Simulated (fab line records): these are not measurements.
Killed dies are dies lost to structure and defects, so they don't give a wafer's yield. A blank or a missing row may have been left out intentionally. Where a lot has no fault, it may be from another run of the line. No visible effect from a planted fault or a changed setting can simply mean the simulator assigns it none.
Problem report in the 8D (eight disciplines) form, filled by code / flow sky130 / the parts of the form that need people (team, actions taken, sign-off) are left out

## 1. THE ISSUE
Wafers without a fault read 7.001e+11, standard deviation 7.8e+08; dose ions cm2 at SKY_NWELL_IMPLANT_13 reads a mean of 6.087e+11 on 9 wafers belonging to 3 lots. That is -99 or more standard deviations from the usual mean.
The first sign was on wafer L998.1 at day 7 21:12, on implanter-04. At this step, 42 wafers from 14 lots have a number in the record. Rule for "out" (also "out of limits"): further than 4 standard deviations from the usual mean. Any other wafer with a number is counted as sound.

## 2. WHAT IT IS AND WHAT IT IS NOT
question=which readings at this step | is=dose ions cm2, faraday current uA | is not=-
question=which lots | is=L100, L101, L998 | is not=L105, L106, L984, L985, L986, L988, L989, L991, L992, L993, L994
question=which wafers of those lots | is=all that have a number | is not=-
question=read on which tools | is=implanter-04 | is not=implanter-01, implanter-03
question=when | is=from day 7 21:12 | is not=up to then (27 sound wafers); but 6 sound wafers of L105, L106 came after

## 3. THE SUSPECTS, EACH WITH WHAT RULES IT OUT
Counting: any tool at a process step up to the reading is kept as a suspect provided that every lot that is out went through it and no sound lot did after the first of them.
- rie diel-02 at SKY_FIELD_ISO_ETCH_14 (etches BARC in N2/H2, stops on SiO2, time 45.9 s, target depth 60 nm): ruled out as a lasting fault. After its first lot that is out, L998 (day 5 06:11), sound lots L106 ran on it.
- implanter-04 at SKY_NWELL_IMPLANT_13: kept. It ran every lot that is out, first L998 (day 7 21:12), and no sound lot after that; its last sound lot up to then is L994 (day 7 00:03). Its own dose ions cm2, faraday current uA readings are out on those wafers.
The count leaves implanter-04 at SKY_NWELL_IMPLANT_13.

## 4. THE CAUSE (what the simulator had put in)
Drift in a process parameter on implanter-04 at SKY_NWELL_IMPLANT_13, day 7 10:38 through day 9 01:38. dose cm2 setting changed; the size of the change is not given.
Counting left only this tool.

## 5. SEQUENCE OF EFFECTS, ordered by route
Each row: a reading whose mean over the struck wafers that have a number lies more than 3 standard deviations from the usual. Readings are gone through only where the record gives a usual standard deviation; hours: the median, over the lots, of the time from a lot's start at the first step in this table giving one to that lot's start at this step; sigmas: the change measured in usual standard deviations.
hours=0; step=SKY_NWELL_IMPLANT_13; reading=dose ions cm2; usual=7.001e+11; on struck wafers=6.087e+11; change=-9.141e+10; sigmas=-99 or more
hours=0; step=SKY_NWELL_IMPLANT_13; reading=faraday current uA; usual=3.94; on struck wafers=3.44; change=-0.50; sigmas=-6.5
Here are the process steps it includes:
- SKY_NWELL_IMPLANT_13
Later steps that measure or inspect, where all struck wafers having a row at the step show a number for every such reading and not one has moved that far: SKY_NWELL_TW_MEAS_15, SKY_VT_ADJUST_NCORE_CD_MEAS_07.

## 6. WHAT WOULD HAVE CAUGHT IT SOONER
First out-of-limits reading in this record: day 7 21:12, which is 11 hours after fault onset at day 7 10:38.
